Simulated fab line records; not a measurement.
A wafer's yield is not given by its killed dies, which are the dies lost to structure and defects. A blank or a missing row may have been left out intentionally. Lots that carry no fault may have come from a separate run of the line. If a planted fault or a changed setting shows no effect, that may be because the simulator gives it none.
One fault seen from 2 desks | flow sky130 | every desk sees just its own numbers, and what lay behind them comes last

FOR THE TOOL OWNER'S DESK: pvdSputter-01
The tool's own readings at SKY_METAL3_SPUTTER_03 (material Ti, target thk 5 nm, time 3.3 s): means of the sampled wafers that have a number, for each lot that ran on this tool. Marked OUT: a lot whose mean sits more than 4 standard deviations from the usual mean, which makes it out of limits; the brackets give that distance.
Columns: A = throttleValvePct at SKY_METAL3_SPUTTER_03, usual 29.8 %
lot  | first seen here | A
L609 | day 36 21:43    | 29.8
L616 | day 39 08:13    | 29.8
L621 | day 41 03:21    | 29.9
L627 | day 42 07:36    | 29.6
L630 | day 43 01:29    | 29.4
Finding of this desk: none of the 5 lots has anything out of limits.

FROM THE METROLOGY DESK
Means of the sampled wafers that have a number, per lot and without regard to the tool the lot ran on: this is what the gauges read. Marked OUT: a lot whose mean sits more than 4 standard deviations from the usual mean, which makes it out of limits; the brackets give that distance.
Columns: A = VIA4_OVL at SKY_VIA4_OVL_MEAS_11, usual -0.1 nm; B = METAL5_ALCU_THK at SKY_METAL5_THK_MEAS_06, usual 1168 nm
lot  | first seen here | A    | B
L610 | day 43 02:31    | -0.5 | 1177
L609 | day 43 06:55    | -3.3 | 1154
L613 | day 43 23:53    | 0.1  | 1175
L615 | day 45 07:13    | -0.0 | 1188
L616 | day 45 08:38    | 0.2  | 1174
L618 | day 46 03:17    | -0.1 | 1167
L622 | day 46 19:34    | 0.8  | 1162
L621 | day 46 20:40    | -0.5 | 1177
L625 | day 47 12:20    | -1.1 | 1170
L627 | day 47 21:04    | 0.6  | 1158
L630 | day 48 11:17    | 0.9  | 1137
L631 | day 48 12:29    | -1.2 | 1197
Finding of this desk: none of the 12 lots has anything out of limits.

TAKEN TOGETHER
Nothing out of limits was seen by the tool owner's desk.
At the metrology desk, nothing out of limits was observed.

WHAT HAD BEEN PUT IN BY THE SIMULATOR
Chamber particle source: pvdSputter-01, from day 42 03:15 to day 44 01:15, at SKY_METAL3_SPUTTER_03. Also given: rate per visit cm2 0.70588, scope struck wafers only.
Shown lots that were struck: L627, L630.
